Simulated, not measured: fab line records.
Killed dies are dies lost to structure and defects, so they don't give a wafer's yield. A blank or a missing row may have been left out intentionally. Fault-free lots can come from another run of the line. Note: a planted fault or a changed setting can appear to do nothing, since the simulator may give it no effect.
fab line records	flow gf180mcu
[record] lots = 24	wafers = 72	lastDay = 34
route steps=602 shown CONTACT@292 M1@332 V3@434 M4@457 MIM@507
lots that met no fault: taken from a fault-free run of the same line
startH: hours from the record's first day to the start of the lot's first wafer shown	waitH: time in hours since the lot's previous step	" repeats the value in the row above	L1.1+2: a row that stands for several wafers	- no value, or no start was given	* or withheld: withheld	< > ~ a bound
route shown NAME@n: a module of which the file shows steps, and the number in the route of the first	usual: mean and standard deviation over wafers with no fault	same: alike in all rows	chamber/n: place in a boat	sites: per-site readings	_std_site: the values' standard deviation	_edge_site: the outer-site mean with the inner-site mean subtracted	radiusMm: for every site, how far away it sits from the centre of the wafer	mask NAME#n: copy n	behind: the tool/chamber that last shaped the wafer	hold: reason for holding the lot/hours on hold/outcome of the hold	device: names the non-switching transistor (n, p or np)	end of line: the route-end tests of the same wafers	a step without rows: its recipe alone	killed: not the wafer's yield, but the dies lost to structure and defects at the first sort	map: the dies of a wafer, with x for killed, . for not killed, _ for no die there
set.NAME: setting as actually run; set.NAME@STEP: the setting as run at that earlier step	model.NAME: the simulator's own value behind a step, which no gauge read
a sample of lots followed through the steps of the route, with each step as a table and each wafer as a row
services: from which hour (startH, from the record's first day; less than 0 if before it) a tool's chamber was out of use, for how many hours, and why
[[steps]]
[step GF_CONTACT_BOW_MEAS_05]
[recipe] mode = bow
[usual] CONTACT_BOW = 66/6.8
lot.wafer	tool	chamber	startH	waitH	CONTACT_BOW[um]
L074.2	filmMetro-03	-	338.28	0.2	62
L074.3	"	-	"	"	60
L074.5	"	-	"	"	61
L075.3	filmMetro-03	-	349.26	0.2	52
L075.4	"	-	"	"	63
L075.6	"	-	"	"	69
L076.1	filmMetro-01	-	353.55	0.1	70
L076.2	"	-	"	"	54
L076.3	"	-	"	"	55
L077.4	filmMetro-03	-	367.00	0.2	76
L077.5	"	-	"	"	62
L077.6	"	-	"	"	76
L078.2	filmMetro-01	-	377.16	0.2	58
L078.3	"	-	"	"	61
L078.6	"	-	"	"	57
L079.2	filmMetro-04	-	383.56	0.2	60
L079.3	"	-	"	"	63
L079.5	"	-	"	"	57
L080.3	filmMetro-04	-	389.10	0.3	77
L080.4	"	-	"	"	62
L080.6	"	-	"	"	70
L081.2	filmMetro-01	-	397.83	0.3	50
L081.4	"	-	"	"	73
L081.6	"	-	"	"	69
L082.2	filmMetro-04	-	403.92	0.3	64
L082.4	"	-	"	"	53
L082.5	"	-	"	"	65
L083.1	filmMetro-01	-	419.30	0.2	76
L083.4	"	-	"	"	69
L083.6	"	-	"	"	75
L084.3	filmMetro-01	-	426.40	0.1	66
L084.4	"	-	"	"	70
L084.5	"	-	"	"	77
L085.2	filmMetro-03	-	434.06	0.2	57
L085.3	"	-	"	"	63
L085.5	"	-	"	"	70
L086.2	filmMetro-01	-	446.23	0.2	66
L086.3	"	-	"	"	60
L086.5	"	-	"	"	72
L087.1	filmMetro-04	-	462.00	0.2	74
L087.2	"	-	"	"	68
L087.5	"	-	"	"	76
L088.2	filmMetro-04	-	464.77	0.3	78
L088.4	"	-	"	"	67
L088.5	"	-	"	"	77
L089.2	filmMetro-01	-	468.70	0.2	74
L089.3	"	-	"	"	67
L089.5	"	-	"	"	71
L090.1	filmMetro-04	-	485.73	0.2	66
L090.2	"	-	"	"	62
L090.5	"	-	"	"	66
L091.2	filmMetro-04	-	491.71	0.2	64
L091.3	"	-	"	"	67
L091.6	"	-	"	"	63
L092.1	filmMetro-04	-	497.28	0.1	54
L092.4	"	-	"	"	60
L092.5	"	-	"	"	76
L093.3	filmMetro-04	-	505.49	0.2	64
L093.4	"	-	"	"	65
L093.6	"	-	"	"	65
L094.1	filmMetro-01	-	512.38	0.2	66
L094.4	"	-	"	"	59
L094.6	"	-	"	"	61
L095.2	filmMetro-01	-	522.61	0.1	74
L095.3	"	-	"	"	61
L095.6	"	-	"	"	65
L096.2	filmMetro-04	-	526.87	0.1	55
L096.5	"	-	"	"	56
L096.6	"	-	"	"	60
L097.4	filmMetro-04	-	535.21	0.3	76
L097.5	"	-	"	"	66
L097.6	"	-	"	"	62
[step GF_CONTACT_ETCH_16]
[recipe] chemistry = N2/H2	targetDepthA = withheld	overetchA = withheld	timeS = withheld	target = BARC	ionEnergyEv = 200	sourceW = 500	biasW = 100	pressureMtorr = 30	n2FlowSccm = 100	h2FlowSccm = 200
[usual] drypumpMotorCurrentA = 6.0/0.43	oesProductAu = 0.854/0.005	throttleValvePct = 13.225/0.0084
lot.wafer	tool	chamber	startH	waitH	drypumpMotorCurrentA	oesProductAu	throttleValvePct
L074.2	rieDiel-01	1	359.88	0.0	6.7	0.854	13.226
L074.3	"	2	"	"	6.2	0.866	13.223
L074.5	"	1	"	"	6.7	0.845	13.223
L075.3	rieDiel-04	3	371.28	0.0	5.7	0.846	13.212
L075.4	"	0	"	"	6.0	0.849	13.217
L075.6	"	2	"	"	5.1	0.853	13.233
L076.1	rieDiel-01	3	376.10	0.0	5.7	0.856	13.220
L076.2	"	0	"	"	5.8	0.854	13.209
L076.3	"	2	"	"	6.2	0.856	13.220
L077.4	rieDiel-04	3	390.08	0.0	5.7	0.857	13.227
L077.5	"	1	"	"	6.6	0.854	13.236
L077.6	"	0	"	"	6.0	0.857	13.231
L078.2	rieDiel-02	3	399.30	0.0	6.1	0.848	13.231
L078.3	"	2	"	"	6.3	0.861	13.222
L078.6	"	0	"	"	5.5	0.848	13.215
L079.2	rieDiel-01	3	406.10	0.0	5.7	0.857	13.233
L079.3	"	0	"	"	5.8	0.853	13.224
L079.5	"	3	"	"	5.7	0.859	13.219
L080.3	rieDiel-02	3	411.20	0.0	6.0	0.851	13.216
L080.4	"	1	"	"	5.9	0.844	13.225
L080.6	"	0	"	"	5.5	0.852	13.208
L081.2	rieDiel-01	1	421.40	0.0	6.7	0.854	13.245
L081.4	"	3	"	"	5.7	0.861	13.219
L081.6	"	1	"	"	6.7	0.846	13.237
L082.2	rieDiel-02	3	427.65	0.0	6.0	0.854	13.219
L082.4	"	0	"	"	5.5	0.857	13.213
L082.5	"	3	"	"	6.0	0.851	13.206
L083.1	rieDiel-02	2	443.64	0.0	6.3	0.848	13.231
L083.4	"	3	"	"	6.0	0.850	13.215
L083.6	"	3	"	"	6.0	0.849	13.226
L084.3	rieDiel-04	0	449.65	0.0	6.1	0.855	13.232
L084.4	"	1	"	"	6.6	0.857	13.217
L084.5	"	2	"	"	5.1	0.850	13.212
L085.2	rieDiel-04	1	458.37	0.0	6.6	0.853	13.223
L085.3	"	0	"	"	6.0	0.857	13.224
L085.5	"	0	"	"	6.0	0.854	13.230
L086.2	rieDiel-04	3	470.20	0.0	5.7	0.858	13.241
L086.3	"	2	"	"	5.1	0.861	13.211
L086.5	"	3	"	"	5.7	0.844	13.220
L087.1	rieDiel-02	1	486.05	0.0	5.9	0.856	13.227
L087.2	"	3	"	"	6.0	0.849	13.213
L087.5	"	0	"	"	5.5	0.864	13.212
L088.2	rieDiel-01	0	489.19	0.0	5.9	0.848	13.228
L088.4	"	1	"	"	6.7	0.860	13.224
L088.5	"	0	"	"	5.8	0.862	13.234
L089.2	rieDiel-02	0	492.97	0.0	5.5	0.863	13.219
L089.3	"	3	"	"	6.0	0.847	13.233
L089.5	"	2	"	"	6.3	0.854	13.215
L090.1	rieDiel-01	3	509.44	0.0	5.7	0.844	13.229
L090.2	"	0	"	"	5.8	0.845	13.220
L090.5	"	2	"	"	6.2	0.859	13.222
L091.2	rieDiel-01	3	515.25	0.0	5.7	0.855	13.217
L091.3	"	0	"	"	5.8	0.856	13.225
L091.6	"	2	"	"	6.2	0.848	13.225
L092.1	rieDiel-02	3	520.94	0.0	6.0	0.854	13.213
L092.4	"	0	"	"	5.5	0.853	13.218
L092.5	"	3	"	"	6.0	0.853	13.213
L093.3	rieDiel-04	2	528.79	0.0	5.1	0.854	13.222
L093.4	"	3	"	"	5.7	0.847	13.221
L093.6	"	3	"	"	5.7	0.856	13.232
L094.1	rieDiel-02	1	535.64	0.0	5.8	0.856	13.219
L094.4	"	0	"	"	5.5	0.860	13.229
L094.6	"	3	"	"	6.0	0.858	13.222
L095.2	rieDiel-02	3	545.30	0.0	6.0	0.850	13.219
L095.3	"	1	"	"	5.8	0.856	13.233
L095.6	"	0	"	"	5.5	0.856	13.222
L096.2	rieDiel-04	0	549.44	0.0	6.1	0.858	13.221
L096.5	"	0	"	"	6.0	0.856	13.235
L096.6	"	1	"	"	6.5	0.852	13.227
L097.4	rieDiel-04	3	557.84	0.0	5.7	0.857	13.224
L097.5	"	3	"	"	5.7	0.859	13.236
L097.6	"	0	"	"	6.0	0.857	13.238
[step GF_M1_STRIP_17]
[recipe] chemistry = O2/N2	powerW = 1400	pressureMtorr = 1500	platenTempC = 250	o2FlowSccm = 3000	n2FlowSccm = 300	overashFraction = 0.5
[usual] drypumpMotorCurrentA = 5.8/0.58	heaterPowerW = 339/30	o2FlowSccm = 2999/10	oesProductAu = 0.557/0.0049	stripTimeToEndpointS = 7.86/0.047
lot.wafer	tool	chamber	startH	waitH	drypumpMotorCurrentA	heaterPowerW	o2FlowSccm	oesProductAu	rfHoursCounterH	stripTimeToEndpointS
L074.2	plasmaAsher-03	1	383.25	0.1	4.8	304	3001	0.565	28	7.80
L074.3	"	1	"	"	4.8	292	2994	0.558	-	7.82
L074.5	"	1	"	"	4.8	296	2996	0.548	-	7.81
L075.3	plasmaAsher-04	0	395.52	0.1	5.9	319	2995	0.555	-	7.88
L075.4	"	1	"	"	6.1	342	3010	0.559	-	7.87
L075.6	"	1	"	"	6.1	349	2999	0.550	-	7.81
L076.1	plasmaAsher-03	0	400.96	0.1	6.1	389	2997	0.552	30	7.88
L076.2	"	1	"	"	4.8	304	2989	0.549	30	7.83
L076.3	"	0	"	"	6.1	377	2985	0.547	-	7.95
L077.4	plasmaAsher-04	0	413.99	0.1	5.9	325	3014	0.553	-	7.83
L077.5	"	1	"	"	6.1	347	3018	0.560	-	7.86
L077.6	"	0	"	"	5.9	317	2994	0.556	-	7.85
L078.2	plasmaAsher-03	0	423.74	0.1	6.1	379	2991	0.551	33	7.79
L078.3	"	1	"	"	4.8	290	2996	0.554	-	7.84
L078.6	"	0	"	"	6.1	369	3002	0.561	-	7.89
L079.2	plasmaAsher-04	0	431.74	0.1	5.9	326	2999	0.549	66	7.82
L079.3	"	1	"	"	6.1	335	3002	0.552	-	7.80
L079.5	"	1	"	"	6.1	344	3003	0.555	-	7.81
L080.3	plasmaAsher-01	1	436.74	0.1	6.6	382	2998	0.555	-	7.91
L080.4	"	0	"	"	5.3	319	2998	0.558	-	7.86
L080.6	"	0	"	"	5.3	336	2995	0.555	-	7.84
L081.2	plasmaAsher-03	1	447.79	0.1	4.8	302	3007	0.558	36	7.87
L081.4	"	0	"	"	6.1	368	3004	0.553	-	7.85
L081.6	"	1	"	"	4.8	284	3018	0.561	-	7.86
L082.2	plasmaAsher-04	1	452.65	0.1	6.1	341	2993	0.558	68	7.88
L082.4	"	1	"	"	6.1	346	2999	0.568	-	7.92
L082.5	"	1	"	"	6.1	340	2988	0.566	-	7.91
L083.1	plasmaAsher-01	0	468.65	0.1	5.3	325	2987	0.561	4	7.81
L083.4	"	0	"	"	5.3	341	3008	0.561	-	7.82
L083.6	"	0	"	"	5.3	322	3007	0.554	-	7.83
L084.3	plasmaAsher-04	0	475.47	0.1	5.9	321	3008	0.555	-	7.87
L084.4	"	1	"	"	6.1	343	2981	0.554	-	7.84
L084.5	"	0	"	"	5.9	322	3010	0.551	-	7.87
L085.2	plasmaAsher-04	0	483.81	0.1	5.9	323	3013	0.557	71	7.82
L085.3	"	1	"	"	6.1	346	3001	0.548	-	7.80
L085.5	"	1	"	"	6.1	343	3012	0.553	-	7.78
L086.2	plasmaAsher-03	1	495.51	0.1	4.8	293	2992	0.556	41	7.89
L086.3	"	1	"	"	4.8	291	2998	0.564	-	7.89
L086.5	"	0	"	"	6.1	368	3012	0.556	-	7.84
L087.1	plasmaAsher-04	0	511.29	0.1	6.0	315	2992	0.554	74	7.79
L087.2	"	1	"	"	6.1	328	2988	0.552	74	7.91
L087.5	"	0	"	"	5.9	324	3004	0.562	-	7.94
L088.2	plasmaAsher-04	0	513.79	0.1	5.9	324	2992	0.563	74	7.84
L088.4	"	0	"	"	5.9	329	3001	0.561	-	7.85
L088.5	"	1	"	"	6.1	348	2978	0.565	-	7.85
L089.2	plasmaAsher-03	0	518.35	0.1	6.1	372	2999	0.560	43	7.92
L089.3	"	0	"	"	6.1	377	2986	0.560	-	7.83
L089.5	"	0	"	"	6.1	378	2984	0.560	-	7.93
L090.1	plasmaAsher-03	0	533.99	0.1	6.1	372	3004	0.545	45	7.89
L090.2	"	1	"	"	4.8	295	2997	0.557	45	7.85
L090.5	"	1	"	"	4.8	297	3002	0.553	-	7.88
L091.2	plasmaAsher-01	1	539.51	0.1	6.6	376	2993	0.555	11	7.78
L091.3	"	0	"	"	5.3	336	2993	0.558	-	7.80
L091.6	"	0	"	"	5.3	333	3007	0.556	-	7.86
L092.1	plasmaAsher-01	0	545.27	0.1	5.3	324	3021	0.556	12	7.84
L092.4	"	1	"	"	6.6	379	2999	0.554	-	7.82
L092.5	"	0	"	"	5.3	333	3015	0.563	-	7.81
L093.3	plasmaAsher-03	0	553.97	0.1	6.2	371	3020	0.555	-	7.86
L093.4	"	1	"	"	4.8	285	2992	0.558	-	7.95
L093.6	"	1	"	"	4.8	286	2992	0.556	-	7.87
L094.1	plasmaAsher-01	1	559.56	0.1	6.6	382	3012	0.559	14	7.89
L094.4	"	1	"	"	6.6	382	3008	0.553	-	7.89
L094.6	"	1	"	"	6.5	375	2991	0.555	-	7.84
L095.2	plasmaAsher-01	1	569.55	0.1	6.6	376	2986	0.559	16	7.84
L095.3	"	0	"	"	5.3	331	3002	0.558	-	7.95
L095.6	"	0	"	"	5.3	328	2985	0.554	-	7.84
L096.2	plasmaAsher-03	1	573.45	0.1	4.8	295	2995	0.555	50	7.89
L096.5	"	0	"	"	6.1	367	3002	0.558	-	7.90
L096.6	"	1	"	"	4.8	288	2998	0.566	-	7.89
L097.4	plasmaAsher-04	0	581.37	0.1	5.9	321	3009	0.558	-	7.87
L097.5	"	0	"	"	5.9	324	3007	0.559	-	7.87
L097.6	"	1	"	"	6.1	340	2998	0.558	-	7.92
[step GF_V3_BOW_MEAS_05]
[recipe] mode = bow
[usual] V3_BOW = 119/7.6
lot.wafer	tool	chamber	startH	waitH	V3_BOW[um]
L074.2	filmMetro-04	-	486.01	0.1	115
L074.3	"	-	"	"	115
L074.5	"	-	"	"	117
L075.3	filmMetro-01	-	497.62	0.2	108
L075.4	"	-	"	"	119
L075.6	"	-	"	"	125
L076.1	filmMetro-04	-	503.54	0.1	117
L076.2	"	-	"	"	100
L076.3	"	-	"	"	102
L077.4	filmMetro-04	-	516.65	0.2	125
L077.5	"	-	"	"	112
L077.6	"	-	"	"	126
L078.2	filmMetro-01	-	525.92	0.2	109
L078.3	"	-	"	"	115
L078.6	"	-	"	"	109
L079.2	filmMetro-02	-	534.37	0.2	114
L079.3	"	-	"	"	118
L079.5	"	-	"	"	111
L080.3	filmMetro-04	-	538.83	0.2	128
L080.4	"	-	"	"	111
L080.6	"	-	"	"	118
L081.2	filmMetro-04	-	548.79	0.2	98
L081.4	"	-	"	"	119
L081.6	"	-	"	"	117
L082.2	filmMetro-04	-	552.81	0.3	119
L082.4	"	-	"	"	105
L082.5	"	-	"	"	119
L083.1	filmMetro-04	-	569.30	0.1	126
L083.4	"	-	"	"	119
L083.6	"	-	"	"	126
L084.3	filmMetro-04	-	575.87	0.2	118
L084.4	"	-	"	"	122
L084.5	"	-	"	"	130
L085.2	filmMetro-02	-	581.87	0.1	112
L085.3	"	-	"	"	115
L085.5	"	-	"	"	121
L086.2	filmMetro-01	-	593.21	0.2	116
L086.3	"	-	"	"	112
L086.5	"	-	"	"	123
L087.1	filmMetro-02	-	606.95	0.1	130
L087.2	"	-	"	"	124
L087.5	"	-	"	"	132
L088.2	filmMetro-01	-	609.32	0.2	137
L088.4	"	-	"	"	123
L088.5	"	-	"	"	135
L089.2	filmMetro-01	-	614.02	0.3	135
L089.3	"	-	"	"	131
L089.5	"	-	"	"	134
L090.1	filmMetro-02	-	626.65	0.1	124
L090.2	"	-	"	"	121
L090.5	"	-	"	"	124
L091.2	filmMetro-04	-	632.40	0.2	120
L091.3	"	-	"	"	124
L091.6	"	-	"	"	119
L092.1	filmMetro-04	-	638.98	0.1	102
L092.4	"	-	"	"	106
L092.5	"	-	"	"	123
L093.3	filmMetro-02	-	645.87	0.2	115
L093.4	"	-	"	"	116
L093.6	"	-	"	"	115
L094.1	filmMetro-01	-	651.59	0.1	119
L094.4	"	-	"	"	111
L094.6	"	-	"	"	112
L095.2	filmMetro-02	-	658.31	0.3	118
L095.3	"	-	"	"	104
L095.6	"	-	"	"	111
L096.2	filmMetro-02	-	663.52	0.3	111
L096.5	"	-	"	"	113
L096.6	"	-	"	"	116
L097.4	filmMetro-02	-	670.20	0.2	130
L097.5	"	-	"	"	122
L097.6	"	-	"	"	116
[step GF_M4_SPUTTER_01]
[recipe] material = TiN	targetThkNm = 30	powerW = 6500	timeS = 25	chamberPressurePa = 0.4
[usual] throttleValvePct = 30.1/1
lot.wafer	tool	chamber	startH	waitH	throttleValvePct
L074.2	pvdSputter-02	-	511.75	0.1	29.7
L074.3	"	-	"	"	30.1
L074.5	"	-	"	"	31.8
L075.3	pvdSputter-02	-	522.99	0.1	31.5
L075.4	"	-	"	"	28.9
L075.6	"	-	"	"	29.6
L076.1	pvdSputter-02	-	528.76	0.1	31.8
L076.2	"	-	"	"	28.7
L076.3	"	-	"	"	30.0
L077.4	pvdSputter-02	-	541.38	0.1	30.4
L077.5	"	-	"	"	29.9
L077.6	"	-	"	"	31.3
L078.2	pvdSputter-02	-	549.87	0.1	30.4
L078.3	"	-	"	"	28.6
L078.6	"	-	"	"	30.0
L079.2	pvdSputter-04	-	558.01	0.1	31.1
L079.3	"	-	"	"	29.0
L079.5	"	-	"	"	31.1
L080.3	pvdSputter-02	-	563.84	0.1	29.6
L080.4	"	-	"	"	30.1
L080.6	"	-	"	"	29.8
L081.2	pvdSputter-03	-	571.43	0.1	28.4
L081.4	"	-	"	"	31.3
L081.6	"	-	"	"	28.4
L082.2	pvdSputter-04	-	576.39	0.1	30.8
L082.4	"	-	"	"	29.8
L082.5	"	-	"	"	30.8
L083.1	pvdSputter-02	-	592.88	0.1	28.9
L083.4	"	-	"	"	29.5
L083.6	"	-	"	"	30.2
L084.3	pvdSputter-02	-	598.48	0.1	29.2
L084.4	"	-	"	"	28.9
L084.5	"	-	"	"	29.8
L085.2	pvdSputter-04	-	604.22	0.1	29.0
L085.3	"	-	"	"	29.9
L085.5	"	-	"	"	30.0
L086.2	pvdSputter-02	-	615.70	0.1	28.8
L086.3	"	-	"	"	31.4
L086.5	"	-	"	"	29.9
L087.1	pvdSputter-02	-	628.92	0.1	31.7
L087.2	"	-	"	"	29.6
L087.5	"	-	"	"	31.5
L088.2	pvdSputter-04	-	631.06	0.1	30.0
L088.4	"	-	"	"	31.0
L088.5	"	-	"	"	29.9
L089.2	pvdSputter-04	-	635.96	0.1	28.8
L089.3	"	-	"	"	29.9
L089.5	"	-	"	"	31.1
L090.1	pvdSputter-04	-	647.69	0.1	30.9
L090.2	"	-	"	"	28.7
L090.5	"	-	"	"	31.1
L091.2	pvdSputter-03	-	653.98	0.1	30.5
L091.3	"	-	"	"	31.5
L091.6	"	-	"	"	28.6
L092.1	pvdSputter-03	-	660.46	0.1	31.7
L092.4	"	-	"	"	31.3
L092.5	"	-	"	"	31.1
L093.3	pvdSputter-04	-	666.30	0.1	31.0
L093.4	"	-	"	"	28.8
L093.6	"	-	"	"	28.8
L094.1	pvdSputter-04	-	671.95	0.1	31.3
L094.4	"	-	"	"	30.9
L094.6	"	-	"	"	30.0
L095.2	pvdSputter-04	-	679.05	0.1	31.1
L095.3	"	-	"	"	29.8
L095.6	"	-	"	"	29.8
L096.2	pvdSputter-02	-	684.16	0.1	28.7
L096.5	"	-	"	"	28.9
L096.6	"	-	"	"	31.6
L097.4	pvdSputter-03	-	690.59	0.1	31.0
L097.5	"	-	"	"	30.7
L097.6	"	-	"	"	28.3
[step GF_MIM_SPUTTER_04]
[recipe] material = TiN	targetThkNm = 50	powerW = 6500	timeS = 41.7	chamberPressurePa = 0.4
[usual] throttleValvePct = 30.2/0.82
lot.wafer	tool	chamber	startH	waitH	throttleValvePct
L074.2	pvdSputter-02	-	560.61	0.0	31.4
L074.3	"	-	"	"	30.2
L074.5	"	-	"	"	29.5
L075.3	pvdSputter-02	-	571.16	0.0	29.6
L075.4	"	-	"	"	31.8
L075.6	"	-	"	"	30.2
L076.1	pvdSputter-01	-	576.71	0.0	30.1
L076.2	"	-	"	"	30.9
L076.3	"	-	"	"	29.9
L077.4	pvdSputter-04	-	588.82	0.0	31.2
L077.5	"	-	"	"	31.3
L077.6	"	-	"	"	31.0
L078.2	pvdSputter-02	-	596.87	0.0	31.4
L078.3	"	-	"	"	29.6
L078.6	"	-	"	"	28.8
L079.2	pvdSputter-01	-	604.37	0.0	30.1
L079.3	"	-	"	"	29.9
L079.5	"	-	"	"	30.6
L080.3	pvdSputter-04	-	609.78	0.0	29.8
L080.4	"	-	"	"	28.6
L080.6	"	-	"	"	31.1
L081.2	pvdSputter-01	-	617.68	0.0	29.8
L081.4	"	-	"	"	30.1
L081.6	"	-	"	"	30.5
L082.2	pvdSputter-02	-	621.33	0.0	28.8
L082.4	"	-	"	"	29.9
L082.5	"	-	"	"	29.6
L083.1	pvdSputter-01	-	637.35	0.0	31.1
L083.4	"	-	"	"	30.5
L083.6	"	-	"	"	29.8
L084.3	pvdSputter-04	-	642.22	0.0	29.0
L084.4	"	-	"	"	31.1
L084.5	"	-	"	"	31.3
L085.2	pvdSputter-01	-	648.26	0.0	29.8
L085.3	"	-	"	"	30.9
L085.5	"	-	"	"	30.1
L086.2	pvdSputter-04	-	659.17	0.0	29.9
L086.3	"	-	"	"	31.1
L086.5	"	-	"	"	31.2
L087.1	pvdSputter-01	-	672.43	0.0	30.9
L087.2	"	-	"	"	29.7
L087.5	"	-	"	"	31.1
L088.2	pvdSputter-02	-	673.79	0.0	30.0
L088.4	"	-	"	"	31.5
L088.5	"	-	"	"	29.1
L089.2	pvdSputter-01	-	678.35	0.0	31.2
L089.3	"	-	"	"	30.5
L089.5	"	-	"	"	30.1
L090.1	pvdSputter-02	-	690.65	0.0	28.9
L090.2	"	-	"	"	30.1
L090.5	"	-	"	"	30.3
L091.2	pvdSputter-04	-	694.96	0.0	31.0
L091.3	"	-	"	"	28.9
L091.6	"	-	"	"	29.9
L092.1	pvdSputter-04	-	701.28	0.0	31.1
L092.4	"	-	"	"	28.7
L092.5	"	-	"	"	30.8
L093.3	pvdSputter-01	-	707.18	0.0	30.0
L093.4	"	-	"	"	29.8
L093.6	"	-	"	"	31.0
L094.1	pvdSputter-04	-	713.02	0.0	30.8
L094.4	"	-	"	"	30.1
L094.6	"	-	"	"	28.5
L095.2	pvdSputter-01	-	719.11	0.0	30.1
L095.3	"	-	"	"	31.1
L095.6	"	-	"	"	30.1
L096.2	pvdSputter-02	-	723.44	0.0	29.6
L096.5	"	-	"	"	30.1
L096.6	"	-	"	"	29.4
L097.4	pvdSputter-04	-	729.99	0.0	28.9
L097.5	"	-	"	"	28.6
L097.6	"	-	"	"	30.0
[[services]]
tool	chamber	startH	hours	kind
rieDiel-01	0	350.46	10.9	repair
pvdSputter-04	-	370.28	3.8	repair
rieDiel-02	-	380.26	0.2	repair
rieDiel-01	3	387.15	4.3	repair
rieDiel-01	2	400.22	31.3	repair
pvdSputter-01	-	404.92	2.5	repair
rieDiel-04	0	467.08	14.3	repair
pvdSputter-04	-	468.90	2.7	repair
rieDiel-02	1	472.76	2.5	repair
pvdSputter-01	-	476.20	1.8	repair
rieDiel-01	3	485.54	9.6	repair
plasmaAsher-04	-	492.97	3.2	repair
rieDiel-04	-	527.64	0.6	repair
pvdSputter-02	-	533.96	1.3	repair
rieDiel-04	1	568.66	9.9	repair
pvdSputter-01	-	583.79	0.5	repair
rieDiel-02	0	589.76	10.9	repair
rieDiel-02	-	593.68	4.0	pm
rieDiel-01	3	600.71	12.8	repair
plasmaAsher-03	-	601.21	1.2	repair
pvdSputter-01	-	618.44	1.8	repair
rieDiel-02	1	632.59	5.8	repair
pvdSputter-01	-	679.69	27.1	repair
pvdSputter-02	-	690.74	18.4	repair
[[key]]
fault none
